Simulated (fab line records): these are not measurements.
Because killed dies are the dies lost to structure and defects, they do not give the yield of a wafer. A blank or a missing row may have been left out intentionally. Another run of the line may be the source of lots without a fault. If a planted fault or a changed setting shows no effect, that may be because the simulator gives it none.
Matching of chambers ; flow gf180mcu ; GF_V1_CMP_26 on cmp-02 has 4 sister chambers
The step polishes, stops on SiO2, t overpolish 15 s, target thk 0 nm. 4 wafers are shown with their chamber, then 8 later ones without.

EACH WAFER AND ITS CHAMBER
wafer;chamber;motorCurrentA (A)
L505.1;2;11.2
L505.3;3;11.9
L506.3;0;11.7
L508.1;1;9.4

WAFERS WITH NO CHAMBER GIVEN
wafer;motorCurrentA (A)
L508.2;12.0
L508.3;11.1
L511.1;9.2
L511.3;11.6
L511.5;11.9
L514.2;9.6
L514.4;11.7
L514.5;9.1

THE CHAMBER EACH PASSED THROUGH
wafer;from the rows above;in truth
L508.2;can't be placed: 3 or 0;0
L508.3;2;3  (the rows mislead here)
L511.1;1;1
L511.3;can't be placed: 0 or 3 or 2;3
L511.5;can't be placed: 3 or 0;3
L514.2;1;1
L514.4;can't be placed: 0 or 3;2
L514.5;1;1
3 of 8 placed correctly. These rows do not allow placing 4 (true chamber among the candidates in 3). Number placed wrongly: 1.
How it was worked out, from the rows above alone: a wafer's distance from a chamber is the root of the sum, over the readings, of the square of ((its reading less the chamber's mean) divided by the reading's scatter). If the next closest chamber is less than 2 further off than the closest, the wafer can't be placed; otherwise it belongs to the closest. The mean given for a chamber averages the wafers shown for that chamber. The scatter: with one shown wafer a chamber, the root of the mean of the squares of how far each hidden wafer lies from its nearest shown one.
